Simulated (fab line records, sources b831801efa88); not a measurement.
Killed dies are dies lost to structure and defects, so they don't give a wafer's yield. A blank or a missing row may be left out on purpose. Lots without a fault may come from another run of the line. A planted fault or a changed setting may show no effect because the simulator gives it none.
fab line records | flow gf180mcu
record lots=12 wafers=36 last_day=34
route steps=602 shown STI@15 VT_IMPLANT@100 POLY_GATE@168
lots that met no fault: from a run of the same line without faults
start_h: hours from the record's first day to the start of the lot's first wafer shown | wait_h: hours since the lot's step before | " the same as in the row above | L1.1+2: a row that stands for several wafers | - no value, or no start given | * or withheld: withheld | < > ~ a bound
route shown NAME@n: a module of which the file shows steps, and the number in the route of the first | usual: mean/standard deviation of fault-free wafers | same: alike in all rows | chamber/n: place in a boat | sites: the reading at each site | _std_site: their standard deviation | _edge_site: outer sites' mean less inner sites' | radius_mm: how far each site lies from the wafer's centre | mask NAME#n: copy n | behind: the tool/chamber that last shaped the wafer | hold: why the lot was held/for how many hours/how that ended | device: the transistor (n, p or np) that didn't switch | end of line: the same wafers' tests at the end of the route | a step without rows: its recipe alone | killed: dies lost to structure and defects at the first sort, not the wafer's yield | map: a wafer's dies, x killed, . not, _ none there
set.NAME: the setting as run; set.NAME@STEP: as run at that earlier step | model.NAME: the simulator's own value behind a step, which no gauge read
steps of the route over a sample of lots; a table a step, a row a wafer
services: from which hour (start_h, from the record's first day; less than 0 if before it) a tool's chamber was out of use, for how many hours, and why
## steps
# step GF_STI_ETCH_14
# recipe target=Si chemistry=HBr/Cl2/O2 target_depth_nm=360 icp_w=600 bias_w=150 pressure_mtorr=15 HBr_flow_sccm=150 Cl2_flow_sccm=40 O2_flow_sccm=6 time_s=102.9
# usual drypump_motor_current_A=5.5/0.44 mfc_cl2_sccm=40.02/0.12 oes_product_au=1.001/0.0088 run_length_s=131.09/0.27 throttle_valve_pct=25.657/0.01
# columns lot.wafer tool chamber start_h wait_h drypump_motor_current_A mfc_cl2_sccm oes_product_au rf_hours_counter_h run_length_s throttle_valve_pct
L341.1 rie_si-01 3 25.36 0.0 5.2 40.04 1.015 130 131.43 25.656
L341.5 " 0 " " 5.2 40.23 1.003 - 130.97 25.633
L341.6 " 3 " " 5.2 40.02 1.018 - 131.30 25.654
L342.1 rie_si-01 0 31.09 0.0 5.2 40.06 1.006 34 131.20 25.670
L342.3 " 2 " " 5.0 40.12 1.002 1 131.15 25.654
L342.4 " 1 " " 5.8 40.06 1.012 2 131.20 25.649
L343.1 rie_si-01 3 35.16 0.0 5.2 39.85 1.004 130 131.29 25.663
L343.3 " 1 " " 5.8 40.14 1.011 2 130.93 25.642
L343.6 " 0 " " 5.2 39.95 1.004 - 131.52 25.657
L351.3 rie_si-01 1 77.61 0.0 5.8 40.10 1.008 3 131.05 25.645
L351.5 " 3 " " 5.1 39.95 1.004 - 131.01 25.677
L351.6 " 0 " " 5.2 40.31 0.996 - 131.32 25.665
L353.2 rie_si-01 1 88.69 0.0 5.8 39.98 1.010 3 130.89 25.647
L353.4 " 3 " " 5.2 39.98 1.012 131 131.39 25.628
L353.5 " 3 " " 5.2 39.86 1.008 - 130.96 25.644
L354.1 rie_si-02 2 92.79 0.0 5.4 40.30 1.004 115 131.34 25.665
L354.2 " 1 " " 5.5 39.87 0.984 0 131.09 25.645
L354.6 " 2 " " 5.4 40.14 0.997 - 130.90 25.647
L355.1 rie_si-02 1 97.75 0.0 5.5 39.99 0.987 0 131.08 25.672
L355.2 " 2 " " 5.4 40.03 1.003 115 130.88 25.657
L355.4 " 0 " " 6.0 40.03 0.995 117 131.01 25.649
L356.2 rie_si-01 1 102.90 0.0 5.8 40.10 1.002 3 115.21 25.645
L356.3 " 0 " " 5.1 39.96 1.004 34 115.44 25.666
L356.4 " 3 " " 5.2 39.97 1.012 131 115.41 25.658
L358.1 rie_si-01 3 113.41 0.0 5.2 39.95 1.006 131 115.44 25.653
L358.4 " 2 " " 5.0 40.14 1.003 2 115.92 25.672
L358.6 " 1 " " 5.8 39.96 1.006 - 116.03 25.659
L359.1 rie_si-01 3 118.84 0.0 5.2 39.97 1.008 131 115.39 25.666
L359.2 " 0 " " 5.1 39.86 1.003 35 115.53 25.655
L359.5 " 1 " " 5.8 39.94 1.006 - 115.25 25.652
L360.1 rie_si-02 2 126.40 0.0 5.4 40.09 1.002 115 131.11 25.650
L360.3 " 0 " " 6.0 40.24 0.990 117 131.08 25.662
L360.4 " 1 " " 5.5 39.89 0.983 0 131.24 25.663
L362.3 rie_si-02 1 133.65 0.0 5.5 39.99 0.989 1 130.84 25.656
L362.4 " 0 " " 6.0 40.09 0.982 117 131.18 25.661
L362.5 " 3 " " 6.4 39.93 1.001 - 131.28 25.655
# step GF_STI_STRIP_15
# recipe chemistry=O2/N2 power_w=1400 pressure_mtorr=1500 platen_temp_c=250 o2_flow_sccm=3000 n2_flow_sccm=300 overash_fraction=0.5
# usual drypump_motor_current_A=5.8/0.36 heater_power_w=323/48 o2_flow_sccm=3000/8.8 oes_product_au=0.383/0.0054 strip_time_to_endpoint_s=3.71/0.055
# columns lot.wafer tool chamber start_h wait_h drypump_motor_current_A heater_power_w o2_flow_sccm oes_product_au rf_hours_counter_h strip_time_to_endpoint_s
L341.1 plasma_asher-01 0 25.43 0.0 5.9 417 3019 0.384 18 3.69
L341.5 " 1 " " 6.0 308 3008 0.386 - 3.69
L341.6 " 0 " " 5.9 415 2991 0.383 - 3.76
L342.1 plasma_asher-01 0 31.16 0.0 5.9 411 2999 0.382 18 3.64
L342.3 " 1 " " 6.0 315 2991 0.394 - 3.75
L342.4 " 0 " " 5.9 422 3002 0.381 - 3.62
L343.1 plasma_asher-01 1 35.23 0.0 5.9 308 3019 0.381 19 3.61
L343.3 " 1 " " 6.0 310 2997 0.375 - 3.65
L343.6 " 0 " " 5.9 401 2997 0.369 - 3.63
L351.3 plasma_asher-04 1 77.71 0.1 5.0 336 2998 0.381 - 3.67
L351.5 " 1 " " 5.0 330 2989 0.381 - 3.57
L351.6 " 0 " " 6.3 297 3014 0.380 - 3.68
L353.2 plasma_asher-01 1 88.76 0.0 6.0 304 3007 0.384 25 3.75
L353.4 " 0 " " 5.9 412 3004 0.388 - 3.77
L353.5 " 0 " " 5.9 425 3007 0.382 - 3.66
L354.1 plasma_asher-04 1 92.86 0.0 5.1 330 3008 0.394 47 3.81
L354.2 " 0 " " 6.3 308 2985 0.387 47 3.82
L354.6 " 1 " " 5.0 331 2999 0.386 - 3.80
L355.1 plasma_asher-04 1 97.83 0.0 5.0 324 3001 0.385 47 3.77
L355.2 " 0 " " 6.3 301 2996 0.379 47 3.75
L355.4 " 0 " " 6.3 300 3005 0.390 - 3.69
L356.2 plasma_asher-01 1 102.98 0.0 5.9 309 2988 0.388 26 3.90
L356.3 " 0 " " 5.9 409 3002 0.395 - 3.96
L356.4 " 1 " " 5.9 306 2983 0.391 - 3.93
L358.1 plasma_asher-01 1 113.48 0.0 6.0 306 2996 0.399 28 3.97
L358.4 " 1 " " 6.0 307 3002 0.393 - 3.98
L358.6 " 1 " " 6.0 301 2988 0.402 - 3.98
L359.1 plasma_asher-02 0 118.91 0.0 6.0 269 2997 0.393 0 3.94
L359.2 " 1 " " 5.6 298 3002 0.389 0 3.90
L359.5 " 0 " " 6.0 276 2997 0.399 - 3.85
L360.1 plasma_asher-02 1 126.48 0.0 5.6 305 3010 0.383 1 3.71
L360.3 " 1 " " 5.6 297 3009 0.378 - 3.75
L360.4 " 0 " " 6.0 264 3004 0.381 - 3.73
L362.3 plasma_asher-02 1 133.76 0.1 5.6 305 3010 0.379 - 3.77
L362.4 " 0 " " 6.0 277 3006 0.390 - 3.74
L362.5 " 1 " " 5.6 305 2989 0.390 - 3.70
# step GF_VT_IMPLANT_TW_MEAS_10
# usual VT_IMPLANT_TW=571/3.5
# columns lot.wafer tool chamber start_h wait_h VT_IMPLANT_TW
L341.1 film_metro-02 - 112.54 0.1 564
L341.5 " - " " 568
L341.6 " - " " 570
L342.1 film_metro-01 - 117.91 0.1 582
L342.3 " - " " 580
L342.4 " - " " 583
L343.1 film_metro-03 - 121.99 0.1 573
L343.3 " - " " 566
L343.6 " - " " 571
L351.3 film_metro-03 - 175.09 0.1 572
L351.5 " - " " 573
L351.6 " - " " 572
L353.2 film_metro-03 - 189.52 0.1 575
L353.4 " - " " 575
L353.5 " - " " 575
L354.1 film_metro-02 - 192.54 0.1 569
L354.2 " - " " 572
L354.6 " - " " 569
L355.1 film_metro-03 - 199.69 0.1 573
L355.2 " - " " 570
L355.4 " - " " 570
L356.2 film_metro-03 - 205.30 0.1 570
L356.3 " - " " 571
L356.4 " - " " 572
L358.1 film_metro-03 - 216.79 0.1 570
L358.4 " - " " 573
L358.6 " - " " 574
L359.1 film_metro-01 - 223.67 0.1 576
L359.2 " - " " 573
L359.5 " - " " 571
L360.1 film_metro-03 - 233.57 0.1 570
L360.3 " - " " 571
L360.4 " - " " 574
L362.3 film_metro-02 - 243.36 0.1 569
L362.4 " - " " 569
L362.5 " - " " 571
# step GF_VT_IMPLANT_STRIP_31
# recipe chemistry=O2/N2 power_w=1400 pressure_mtorr=1500 platen_temp_c=250 o2_flow_sccm=3000 n2_flow_sccm=300 overash_fraction=0.5
# usual drypump_motor_current_A=5.90/0.17 heater_power_w=306/46 o2_flow_sccm=2999/9.1 oes_product_au=0.717/0.0041 strip_time_to_endpoint_s=12.62/0.035
# columns lot.wafer tool chamber start_h wait_h drypump_motor_current_A heater_power_w o2_flow_sccm oes_product_au rf_hours_counter_h strip_time_to_endpoint_s
L341.1 plasma_asher-03 1 143.61 0.1 6.12 314 3016 0.713 47 12.63
L341.5 " 1 " " 6.12 315 2996 0.715 - 12.57
L341.6 " 0 " " 5.75 253 2990 0.711 - 12.63
L342.1 plasma_asher-03 0 148.64 0.1 5.72 260 3001 0.717 47 12.57
L342.3 " 1 " " 6.09 323 2994 0.713 - 12.59
L342.4 " 0 " " 5.79 251 3006 0.714 - 12.57
L343.1 plasma_asher-02 0 152.49 0.1 6.03 279 2990 0.717 4 12.61
L343.3 " 1 " " 5.61 303 2992 0.719 - 12.58
L343.6 " 0 " " 5.99 272 3008 0.713 - 12.56
L351.3 plasma_asher-03 1 208.97 0.1 6.10 321 2984 0.721 - 12.66
L351.5 " 1 " " 6.10 325 2991 0.720 - 12.66
L351.6 " 0 " " 5.75 252 3008 0.720 - 12.63
L353.2 plasma_asher-03 0 225.36 0.1 5.73 260 2999 0.716 56 12.60
L353.4 " 1 " " 6.11 320 2996 0.716 - 12.57
L353.5 " 0 " " 5.78 259 3015 0.714 - 12.63
L354.1 plasma_asher-03 1 228.27 0.1 6.11 322 2998 0.711 56 12.61
L354.2 " 0 " " 5.71 254 2981 0.715 56 12.60
L354.6 " 1 " " 6.10 327 3003 0.719 - 12.56
L355.1 plasma_asher-01 1 234.76 0.1 5.95 308 3001 0.724 41 12.60
L355.2 " 0 " " 5.90 407 2999 0.716 41 12.60
L355.4 " 0 " " 5.91 411 2988 0.723 - 12.63
L356.2 plasma_asher-01 0 240.81 0.1 5.89 411 2997 0.724 42 12.60
L356.3 " 0 " " 5.90 413 2997 0.717 - 12.57
L356.4 " 1 " " 5.97 308 3000 0.720 - 12.62
L358.1 plasma_asher-03 1 252.71 0.1 6.09 312 3004 0.716 59 12.63
L358.4 " 1 " " 6.10 318 3020 0.718 - 12.63
L358.6 " 0 " " 5.79 256 2991 0.713 - 12.63
L359.1 plasma_asher-01 1 260.81 0.1 5.98 303 3003 0.723 44 12.62
L359.2 " 0 " " 5.89 403 3003 0.709 44 12.63
L359.5 " 0 " " 5.89 412 3000 0.718 - 12.65
L360.1 plasma_asher-03 1 272.04 0.1 6.10 327 3017 0.715 61 12.66
L360.3 " 1 " " 6.12 332 2993 0.720 - 12.67
L360.4 " 0 " " 5.75 260 2998 0.722 - 12.67
L362.3 plasma_asher-03 1 282.39 0.1 6.10 325 3014 0.713 - 12.67
L362.4 " 0 " " 5.76 256 3004 0.720 - 12.70
L362.5 " 1 " " 6.11 314 3005 0.713 - 12.65
# step GF_POLY_GATE_OVL_MEAS_11
# usual POLY_GATE_OVL=-1/5.6
# columns lot.wafer tool chamber start_h wait_h POLY_GATE_OVL[nm]
L341.1 overlay-02 - 198.57 0.1 -12
L341.5 " - " " -1
L341.6 " - " " -9
L342.1 overlay-02 - 205.26 0.1 -3
L342.3 " - " " -10
L342.4 " - " " -4
L343.1 overlay-02 - 208.57 0.1 -11
L343.3 " - " " -3
L343.6 " - " " 0
L351.3 overlay-01 - 271.98 0.1 -7
L351.5 " - " " -13
L351.6 " - " " -5
L353.2 overlay-01 - 287.23 0.1 3
L353.4 " - " " 6
L353.5 " - " " 11
L354.1 overlay-01 - 291.47 0.1 -2
L354.2 " - " " -5
L354.6 " - " " -6
L355.1 overlay-02 - 299.57 0.1 3
L355.2 " - " " 8
L355.4 " - " " -2
L356.2 overlay-02 - 307.98 0.1 -3
L356.3 " - " " -3
L356.4 " - " " 0
L358.1 overlay-01 - 320.07 0.1 1
L358.4 " - " " -6
L358.6 " - " " -2
L359.1 overlay-02 - 327.52 0.1 -10
L359.2 " - " " -9
L359.5 " - " " -12
L360.1 overlay-01 - 339.41 0.1 -4
L360.3 " - " " 0
L360.4 " - " " 5
L362.3 overlay-01 - 351.33 0.1 10
L362.4 " - " " 6
L362.5 " - " " 12
## services
# columns tool chamber start_h hours kind
rie_si-02 - 16.09 15.6 pm
rie_si-02 2 37.65 8.3 repair
rie_si-02 1 45.93 - clean
rie_si-02 1 45.93 14.4 scheduled_down
rie_si-02 1 45.93 14.4 vent_cycle
rie_si-02 - 61.60 2.8 pm
plasma_asher-02 - 78.07 2.8 pm
rie_si-02 - 78.47 2.1 repair
rie_si-01 - 97.62 0.6 repair
plasma_asher-02 - 108.77 9.0 pm
plasma_asher-02 0 108.77 9.0 vent_cycle
plasma_asher-02 1 108.77 9.0 vent_cycle
plasma_asher-02 - 137.76 1.3 repair
plasma_asher-04 - 164.75 2.8 pm
rie_si-01 3 167.66 - clean
rie_si-01 3 167.66 18.4 scheduled_down
rie_si-01 3 167.66 18.4 vent_cycle
plasma_asher-01 - 174.73 1.4 repair
plasma_asher-04 - 179.40 5.9 pm
rie_si-01 - 181.36 2.8 pm
plasma_asher-02 - 187.70 2.2 repair
rie_si-01 2 208.24 3.3 repair
rie_si-02 - 217.54 0.6 repair
rie_si-01 2 229.05 3.0 repair
## key
first_sign step=GF_STI_ETCH_14 reading=run_length_s direction=down sigmas=57 usual=* struck=*
effect step=GF_STI_STRIP_15 reading=strip_time_to_endpoint_s direction=up sigmas=4 usual=* struck=*
met_at GF_STI_ETCH_14
struck_lots L356,L358,L359
tester_left_out L356,L358,L359
not_acting_at GF_VT_IMPLANT_TW_MEAS_10,GF_VT_IMPLANT_STRIP_31,GF_POLY_GATE_OVL_MEAS_11
onset_between 88.69 102.90
fault kind=process_parameter_drift tool=rie_si-01 chamber=- onset_h=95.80 steps=GF_STI_ETCH_14 channel=time_s offset=* shape=step end_h=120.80 acts_in=* stated=*
# tester_left_out: of these lots the tester's yield and bins aren't shown, on N5 and GAA mostly nor the transistor test; their killed dies are dies lost to structure and defects alone, not to doping, threshold or leakage, so they don't give the yield
